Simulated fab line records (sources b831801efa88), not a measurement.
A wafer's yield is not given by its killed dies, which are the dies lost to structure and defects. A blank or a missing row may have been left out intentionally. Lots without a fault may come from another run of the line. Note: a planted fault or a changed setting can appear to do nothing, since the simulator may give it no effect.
Which tool was responsible? -- flow sky130 -- 39 wafers from 13 lots sampled at 5 of the route's 708 steps

WHAT THE GAUGES READ, wafer by wafer
SKY_LDD_HVP_TW_MEAS_10. Usual: LDD_HVP_TW gives 458.5 (standard deviation 2.8).
lot,measured,on,LDD_HVP_TW,flag
L130,day 21 12:00,film metro-04,461.1 462.0 457.0,
L131,day 22 01:35,film metro-03,463.4 463.5 464.3,
L133,day 22 13:28,film metro-01,458.4 458.5 461.2,
L134,day 23 17:43,film metro-04,458.8 459.0 459.8,
L135,day 24 02:11,film metro-04,460.7 459.7 457.4,
L137,day 24 13:57,film metro-03,462.4 465.8 461.7,
L143,day 26 15:38,film metro-04,459.8 461.9 459.1,
L146,day 27 18:13,film metro-01,452.6 457.3 456.6,
L148,day 28 00:23,film metro-01,456.6 457.5 457.9,
L149,day 28 07:39,film metro-01,456.1 456.3 457.5,
L151,day 28 19:03,film metro-04,461.2 461.3 460.6,
L152,day 29 12:38,film metro-04,462.5 458.2 459.0,
L153,day 29 15:53,film metro-01,453.7 453.7 454.7,

SKY_LI_CONTACT_THK_MEAS_01. Usual: LI_CONTACT_HDPCVD_THK gives 930 nm (standard deviation 10).
lot,measured,on,LI_CONTACT_HDPCVD_THK (nm),flag
L130,day 27 19:42,film metro-01,929 940 922,
L131,day 28 11:10,film metro-01,944 931 931,
L133,day 28 19:56,film metro-01,913 907 911,
L134,day 29 23:25,film metro-02,947 944 942,
L135,day 30 05:05,film metro-01,932 931 946,
L137,day 30 15:17,film metro-02,921 950 917,
L143,day 32 17:42,film metro-01,923 931 925,
L146,day 33 17:25,film metro-01,947 937 932,
L148,day 34 00:10,film metro-02,941 937 933,
L149,day 34 04:05,film metro-01,929 939 924,
L151,day 34 15:12,film metro-02,929 916 933,
L152,day 35 08:37,film metro-01,925 917 924,
L153,day 35 10:07,film metro-01,920 920 937,

SKY_CONTACT_OVL_MEAS_15. Usual: CONTACT_OVL gives -3 nm (standard deviation 4.3).
lot,measured,on,CONTACT_OVL (nm),flag
L130,day 31 13:09,overlay-01,-4 -1 -3,
L131,day 32 00:43,overlay-01,4 -6 -8,
L133,day 32 09:26,overlay-02,-8 0 -3,
L134,day 33 13:20,overlay-02,1 6 -2,
L135,day 33 17:31,overlay-01,-8 -7 -9,
L137,day 34 04:11,overlay-01,-9 -8 -10,
L143,day 36 04:44,overlay-01,-7 -4 -6,
L146,day 37 03:44,overlay-02,-8 -6 -11,
L148,day 37 11:17,overlay-02,3 -6 3,
L149,day 37 14:50,overlay-01,-6 -7 -7,
L151,day 38 01:32,overlay-02,5 3 2,
L152,day 38 18:16,overlay-02,-5 -5 -2,
L153,day 38 20:10,overlay-01,0 -2 2,

WHICH TOOL RAN EACH LOT (tool, then ch and the chambers of the sampled wafers, then the start)
lot,SKY_NWELL_COAT_18,SKY_NWELL_STRIP_25
L130,"litho track-04 ch 0, day 4 22:23","plasma asher-04 ch 0,1, day 5 07:49"
L131,"litho track-03 ch 0, day 5 04:28","plasma asher-02 ch 0,1, day 5 13:59"
L133,"litho track-03 ch 0, day 5 13:18","plasma asher-04 ch 0,1, day 5 22:29"
L134,"litho track-01 ch 0, day 5 22:38","plasma asher-01 ch 0,1, day 6 08:41"
L135,"litho track-01 ch 0, day 6 09:25","plasma asher-02 ch 0, day 6 18:50"
L137,"litho track-01 ch 0, day 6 21:41","plasma asher-02 ch 0,1, day 7 08:06"
L143,"litho track-03 ch 0, day 8 10:31","plasma asher-01 ch 0,1, day 8 22:09"
L146,"litho track-03 ch 0, day 8 23:55","plasma asher-01 ch 0,1, day 9 11:05"
L148,"litho track-01 ch 0, day 9 09:31","plasma asher-04 ch 0,1, day 9 21:09"
L149,"litho track-01 ch 0, day 9 15:47","plasma asher-04 ch 1, day 10 02:21"
L151,"litho track-01 ch 0, day 10 00:50","plasma asher-01 ch 1, day 10 11:35"
L152,"litho track-01 ch 0, day 10 06:40","plasma asher-04 ch 0,1, day 10 19:15"
L153,"litho track-01 ch 0, day 10 14:22","plasma asher-02 ch 0, day 11 02:23"
- SKY_NWELL_COAT_18: resist thk 3000 nm.
- SKY_NWELL_STRIP_25: strips in O2/N2.

WHAT THE TOOLS THEMSELVES READ (means of the sampled wafers that have a number; where no wafer has one, the mark that the record gives instead)
SKY_NWELL_COAT_18. Usual: dispense pressure kPa reads 50 kPa (standard deviation 5.3).
lot,tool,dispense pressure kPa (kPa),flag
L130,litho track-04,54,
L131,litho track-03,42,
L133,litho track-03,42,
L134,litho track-01,53,
L135,litho track-01,53,
L137,litho track-01,53,
L143,litho track-03,42,
L146,litho track-03,42,
L148,litho track-01,53,
L149,litho track-01,53,
L151,litho track-01,53,
L152,litho track-01,53,
L153,litho track-01,53,

SKY_NWELL_STRIP_25. Usual: drypump motor current A 5.5 A, standard deviation 0.32; oes product au 0.722 a.u., standard deviation 0.0043; strip time to endpoint s 36.89 s, standard deviation 0.087.
lot,tool,drypump motor current A (A),oes product au (a.u.),strip time to endpoint s (s),flag
L130,plasma asher-04,5.7,0.721,36.87,
L131,plasma asher-02,5.1,0.722,36.97,
L133,plasma asher-04,5.7,0.721,36.85,
L134,plasma asher-01,5.4,0.720,36.85,
L135,plasma asher-02,4.9,0.723,36.69,
L137,plasma asher-02,5.1,0.722,36.93,
L143,plasma asher-01,5.3,0.716,22.38,OFF
L146,plasma asher-01,5.4,0.712,22.36,OFF
L148,plasma asher-04,5.7,0.718,36.86,
L149,plasma asher-04,5.8,0.724,36.92,
L151,plasma asher-01,5.4,0.723,36.86,
L152,plasma asher-04,5.8,0.726,36.94,
L153,plasma asher-02,4.9,0.720,36.86,

THE ANSWER, worked out from the rows above alone
Rule: a lot is off if the mean of its wafers that have a number lies more than 3 standard deviations from the usual mean. Also off: a lot with no number at a reading for which 4 or more lots have one. Any other lot the step has rows for is counted as sound. First the gauges in route order, then the tools' own readings, where a lot's mean is used as printed above. At the first step where some lot is off, the reading lying furthest off is the one used; lots without a number count as furthest.
Off: L143, L146, at SKY_NWELL_STRIP_25 (strip time to endpoint s).
A tool fits if, at that step or a process step before it, it ran every lot that is off, and no sound lot after the first of them. One fits: SKY_NWELL_COAT_18 on litho track-03. Its last sound lot is L133 (day 5 13:18), its first lot that is off L143 (day 8 10:31): a fault that began between those two fits.

WHAT WAS PUT IN BY THE SIMULATOR
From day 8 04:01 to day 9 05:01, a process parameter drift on litho track-03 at SKY_NWELL_COAT_18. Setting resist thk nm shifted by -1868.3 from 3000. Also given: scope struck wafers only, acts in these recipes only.
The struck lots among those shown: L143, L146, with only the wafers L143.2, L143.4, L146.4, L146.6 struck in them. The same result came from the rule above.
